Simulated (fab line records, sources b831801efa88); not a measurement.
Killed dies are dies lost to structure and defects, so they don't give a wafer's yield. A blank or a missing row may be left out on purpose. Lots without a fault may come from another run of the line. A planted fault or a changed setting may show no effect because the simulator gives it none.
Which tool did it? | flow sky130 | 13 lots, 39 wafers sampled, at 5 steps of a route of 708

WHAT THE GAUGES READ, wafer by wafer
The record holds no reading of a measuring or inspecting step that can be judged against a usual standard deviation.

WHICH TOOL RAN EACH LOT (tool, then ch and the chambers of the sampled wafers, then the start)
lot  | SKY_LI_CONTACT_ETCH_15             | SKY_VIA3_CMP_02               | SKY_METAL4_SPUTTER_00        | SKY_METAL4_SPUTTER_01        | SKY_PAD_OPEN_PROBE_99
L607 | rie_diel-02 ch 0,3, day 29 08:56   | cmp-02 ch 1,2,3, day 38 21:40 | pvd_sputter-04, day 40 00:16 | pvd_sputter-04, day 40 00:17 | -
L608 | rie_diel-02 ch 0,2,3, day 29 17:37 | cmp-01 ch 0,1,3, day 39 06:24 | pvd_sputter-01, day 40 08:47 | pvd_sputter-01, day 40 08:49 | -
L609 | rie_diel-04 ch 0,1,2, day 30 09:22 | cmp-01 ch 0,3, day 39 17:19   | pvd_sputter-04, day 40 19:04 | pvd_sputter-04, day 40 19:05 | -
L610 | rie_diel-02 ch 0,1,3, day 30 21:10 | cmp-02 ch 0,2,3, day 40 05:49 | pvd_sputter-01, day 41 07:52 | pvd_sputter-01, day 41 07:53 | -
L611 | rie_diel-02 ch 0,2,3, day 30 23:52 | cmp-01 ch 0,1,3, day 40 07:58 | pvd_sputter-01, day 41 10:05 | pvd_sputter-01, day 41 10:07 | -
L612 | rie_diel-04 ch 0,2, day 31 09:40   | cmp-02 ch 0,1,2, day 40 15:25 | pvd_sputter-04, day 41 17:31 | pvd_sputter-04, day 41 17:32 | -
L613 | rie_diel-04 ch 0,1,3, day 31 18:16 | cmp-02 ch 1,2,3, day 40 22:19 | pvd_sputter-01, day 42 00:29 | pvd_sputter-01, day 42 00:31 | -
L614 | rie_diel-03 ch 2,3, day 32 01:17   | cmp-02 ch 0,1, day 41 05:49   | pvd_sputter-03, day 42 07:23 | pvd_sputter-03, day 42 07:25 | -
L615 | rie_diel-02 ch 0,1,2, day 32 15:07 | cmp-02 ch 0,1,3, day 41 19:52 | pvd_sputter-03, day 42 21:29 | pvd_sputter-03, day 42 21:30 | -
L621 | rie_diel-02 ch 1,2, day 34 07:25   | cmp-01 ch 0,2,3, day 43 05:16 | pvd_sputter-04, day 44 06:14 | pvd_sputter-04, day 44 06:16 | -
L623 | rie_diel-04 ch 0,2,3, day 34 16:25 | cmp-02 ch 0,1,3, day 43 13:33 | pvd_sputter-04, day 44 14:09 | pvd_sputter-04, day 44 14:10 | prober-01, day 49 19:39
L627 | rie_diel-02 ch 1,2, day 36 02:41   | cmp-02 ch 1,2,3, day 44 21:22 | pvd_sputter-04, day 45 20:56 | pvd_sputter-04, day 45 20:58 | -
L629 | rie_diel-02 ch 0,2, day 36 12:05   | cmp-02 ch 0,1,3, day 45 02:39 | pvd_sputter-03, day 46 04:03 | pvd_sputter-03, day 46 04:04 | -
- SKY_LI_CONTACT_ETCH_15: etches PSG in C4F8/O2/Ar, stops on Si, target depth 600 nm.
- SKY_VIA3_CMP_02: polishes SiO2.
- SKY_METAL4_SPUTTER_00: material Ti, target thk 15 nm, time 9.726 s.
- SKY_METAL4_SPUTTER_01: material TiN, target thk 20 nm, time 16.7 s.
- SKY_PAD_OPEN_PROBE_99

WHAT THE TOOLS THEMSELVES READ (means of the sampled wafers that have a number; where no wafer has one, the mark that the record gives instead)
SKY_LI_CONTACT_ETCH_15.
lot  | tool        | oes_product_au (a.u.)
L607 | rie_diel-02 | 0.839
L608 | rie_diel-02 | 0.833
L609 | rie_diel-04 | 0.841
L610 | rie_diel-02 | 0.837
L611 | rie_diel-02 | 0.836
L612 | rie_diel-04 | 0.833
L613 | rie_diel-04 | 0.839
L614 | rie_diel-03 | 0.834
L615 | rie_diel-02 | 0.838
L621 | rie_diel-02 | 0.840
L623 | rie_diel-04 | 0.831
L627 | rie_diel-02 | 0.838
L629 | rie_diel-02 | 0.840

SKY_VIA3_CMP_02.
lot  | tool   | motor_current_A (A) | slurry_flow_ml_min
L607 | cmp-02 | 12.9                | 150.1
L608 | cmp-01 | 12.3                | 149.5
L609 | cmp-01 | 11.7                | 150.0
L610 | cmp-02 | 12.1                | 150.1
L611 | cmp-01 | 12.1                | 150.2
L612 | cmp-02 | 12.5                | 149.8
L613 | cmp-02 | 12.5                | 150.1
L614 | cmp-02 | 12.1                | 150.5
L615 | cmp-02 | 12.2                | 149.7
L621 | cmp-01 | 11.5                | 150.6
L623 | cmp-02 | 12.3                | 150.3
L627 | cmp-02 | 13.0                | 150.0
L629 | cmp-02 | 12.2                | 150.0

SKY_METAL4_SPUTTER_00.
lot  | tool           | throttle_valve_pct (%)
L607 | pvd_sputter-04 | 29.4
L608 | pvd_sputter-01 | 30.4
L609 | pvd_sputter-04 | 30.1
L610 | pvd_sputter-01 | 30.4
L611 | pvd_sputter-01 | 29.7
L612 | pvd_sputter-04 | 30.6
L613 | pvd_sputter-01 | 30.7
L614 | pvd_sputter-03 | 30.3
L615 | pvd_sputter-03 | 30.2
L621 | pvd_sputter-04 | 30.2
L623 | pvd_sputter-04 | 29.9
L627 | pvd_sputter-04 | 29.3
L629 | pvd_sputter-03 | 30.3

SKY_METAL4_SPUTTER_01.
lot  | tool           | throttle_valve_pct (%)
L607 | pvd_sputter-04 | 29.4
L608 | pvd_sputter-01 | 30.4
L609 | pvd_sputter-04 | 30.2
L610 | pvd_sputter-01 | 30.3
L611 | pvd_sputter-01 | 29.9
L612 | pvd_sputter-04 | 30.5
L613 | pvd_sputter-01 | 30.8
L614 | pvd_sputter-03 | 30.5
L615 | pvd_sputter-03 | 30.1
L621 | pvd_sputter-04 | 30.2
L623 | pvd_sputter-04 | 29.8
L627 | pvd_sputter-04 | 29.5
L629 | pvd_sputter-03 | 30.1

SKY_PAD_OPEN_PROBE_99.
lot  | tool      | killed_at_M0_to_M3 | killed_at_M4_up | killed_at_contacts | killed_at_front_end | killed_at_other | killed_dies | killed_open | killed_short
L623 | prober-01 | 44                 | 1.3             | 35                 | 17                  | 0.7             | 98          | 52          | 36

THE ANSWER, worked out from the rows above alone
Rule: what is usual is taken from the lots themselves. Put in order of their means at a reading, lots are off if they are a third of the lots or fewer, leave a main group of 4 or more, and stand apart from it by a gap of 3 or more times the standard deviation of the main group's means; of several such gaps the widest counts. A main group whose means are all the same, to the digits that the tables above print for the reading, isn't used. A lot without any number at a reading at which 4 lots or more have one is off too. The other lots that the step has rows for count as sound. The gauges are gone through in route order, then the tools' own readings, and for those a lot's mean is taken as printed above. The first step at which some lot is off is used, and at that step the reading that is off furthest; a lot without a number counts as furthest.
No lot is off at any reading shown: from this, nothing can be told.

WHAT THE SIMULATOR HAD PUT IN
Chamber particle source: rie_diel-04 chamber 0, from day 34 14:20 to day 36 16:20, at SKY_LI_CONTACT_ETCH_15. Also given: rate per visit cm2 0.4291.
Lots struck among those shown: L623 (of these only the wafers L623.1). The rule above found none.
